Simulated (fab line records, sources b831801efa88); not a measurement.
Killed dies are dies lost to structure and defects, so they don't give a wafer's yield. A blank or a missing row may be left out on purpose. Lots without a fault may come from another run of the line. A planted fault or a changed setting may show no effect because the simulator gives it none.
Chamber matching | flow sky130 | SKY_FIELD_ISO_ETCH_17 on rie_si-02: 4 sister chambers
The step etches Si in HBr/Cl2/O2, target depth 342 nm, time 97.7 s. 51 wafers are shown with their chamber, then 12 later ones without.

WAFERS WITH THEIR CHAMBER
wafer  | chamber | drypump_motor_current_A (A) | oes_product_au (a.u.) | throttle_valve_pct (%)
L075.1 | 2       | 5.3                         | 1.008                 | 25.670
L075.2 | 3       | 5.3                         | 1.002                 | 25.645
L075.3 | 1       | 5.6                         | 1.020                 | 25.664
L075.4 | 3       | 5.3                         | 0.993                 | 25.649
L075.5 | 1       | 5.6                         | 1.012                 | 25.642
L075.6 | 2       | 5.3                         | 1.001                 | 25.651
L076.1 | 3       | 5.3                         | 1.008                 | 25.661
L076.3 | 2       | 5.3                         | 0.998                 | 25.637
L076.6 | 1       | 5.6                         | 1.023                 | 25.653
L077.1 | 2       | 5.3                         | 1.001                 | 25.659
L077.3 | 3       | 5.2                         | 1.002                 | 25.651
L077.5 | 1       | 5.6                         | 1.026                 | 25.646
L078.1 | 3       | 5.2                         | 1.004                 | 25.641
L078.2 | 2       | 5.3                         | 1.009                 | 25.650
L078.3 | 1       | 5.6                         | 1.018                 | 25.641
L078.4 | 1       | 5.6                         | 1.022                 | 25.637
L078.5 | 3       | 5.2                         | 1.015                 | 25.642
L078.6 | 2       | 5.3                         | 1.001                 | 25.646
L079.1 | 2       | 5.3                         | 1.010                 | 25.654
L079.5 | 3       | 5.3                         | 1.012                 | 25.666
L079.6 | 2       | 5.3                         | 0.998                 | 25.677
L080.1 | 1       | 5.6                         | 1.009                 | 25.628
L080.3 | 2       | 5.3                         | 0.994                 | 25.647
L080.6 | 3       | 5.3                         | 1.004                 | 25.632
L082.1 | 3       | 5.3                         | 1.015                 | 25.653
L082.2 | 2       | 5.3                         | 0.994                 | 25.665
L082.3 | 1       | 5.6                         | 1.020                 | 25.643
L082.4 | 1       | 5.6                         | 1.015                 | 25.639
L082.5 | 3       | 5.3                         | 0.999                 | 25.653
L082.6 | 2       | 5.3                         | 0.992                 | 25.667
L083.1 | 2       | 5.3                         | 0.991                 | 25.672
L083.3 | 1       | 5.7                         | 1.009                 | 25.623
L083.6 | 3       | 5.3                         | 1.008                 | 25.651
L085.4 | 0       | 5.4                         | 1.013                 | 25.658
L085.5 | 3       | 5.3                         | 1.014                 | 25.643
L085.6 | 2       | 5.3                         | 1.000                 | 25.639
L088.1 | 2       | 5.3                         | 0.990                 | 25.663
L088.2 | 3       | 5.3                         | 0.998                 | 25.654
L088.3 | 0       | 5.4                         | 1.006                 | 25.653
L089.1 | 1       | 5.6                         | 1.012                 | 25.643
L089.2 | 3       | 5.3                         | 1.007                 | 25.664
L089.3 | 0       | 5.4                         | 0.997                 | 25.649
L089.4 | 2       | 5.3                         | 0.998                 | 25.648
L089.5 | 2       | 5.3                         | 0.991                 | 25.666
L089.6 | 3       | 5.3                         | 1.002                 | 25.643
L090.1 | 2       | 5.3                         | 0.998                 | 25.662
L090.2 | 3       | 5.3                         | 0.998                 | 25.646
L090.4 | 0       | 5.4                         | 1.012                 | 25.667
L093.1 | 0       | 5.4                         | 1.012                 | 25.652
L093.4 | 2       | 5.3                         | 0.995                 | 25.666
L093.5 | 1       | 5.6                         | 1.011                 | 25.652

SIGNATURES (means of the wafers above)
reading                 | chamber 0 | chamber 1 | chamber 2 | chamber 3 | scatter within a chamber
drypump_motor_current_A | 5.400     | 5.608     | 5.300     | 5.281     | 0.0267
oes_product_au          | 1.00800   | 1.01642   | 0.99828   | 1.00506   | 0.00627
throttle_valve_pct      | 25.65580  | 25.64258  | 25.65772  | 25.64963  | 0.0103
Rule: a wafer's distance from a chamber is the root of the sum, over the readings, of the square of ((its reading less the chamber's mean) divided by the reading's scatter). The wafer belongs to the nearest chamber; if the next one is less than 2 further off, it can't be placed. The scatter: the root of (the sum of the squares of (reading less its chamber's mean) over the shown wafers, divided by (wafers less chambers)).

WAFERS WITHOUT THEIR CHAMBER
wafer  | drypump_motor_current_A (A) | oes_product_au (a.u.) | throttle_valve_pct (%)
L094.1 | 5.4                         | 1.017                 | 25.658
L094.2 | 5.6                         | 1.022                 | 25.632
L094.3 | 5.3                         | 1.005                 | 25.654
L094.4 | 5.3                         | 0.995                 | 25.658
L094.5 | 5.3                         | 0.990                 | 25.665
L094.6 | 5.6                         | 1.023                 | 25.622
L095.1 | 5.3                         | 1.003                 | 25.650
L095.3 | 5.6                         | 1.025                 | 25.631
L095.6 | 5.6                         | 1.020                 | 25.639
L096.3 | 5.3                         | 1.003                 | 25.645
L096.4 | 5.3                         | 0.994                 | 25.664
L096.6 | 5.3                         | 0.998                 | 25.652

WHICH CHAMBER EACH WENT THROUGH
wafer  | from the rows above     | in truth
L094.1 | 0                       | 0
L094.2 | 1                       | 1
L094.3 | can't be placed: 3 or 2 | 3
L094.4 | can't be placed: 2 or 3 | 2
L094.5 | can't be placed: 2 or 3 | 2
L094.6 | 1                       | 1
L095.1 | can't be placed: 3 or 2 | 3
L095.3 | 1                       | 1
L095.6 | 1                       | 1
L096.3 | can't be placed: 3 or 2 | 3
L096.4 | can't be placed: 2 or 3 | 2
L096.6 | can't be placed: 2 or 3 | 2
Placed correctly: 5 of 12. Can't be placed from these rows: 7 (the true chamber is among the candidates in 7). Placed wrongly: 0.
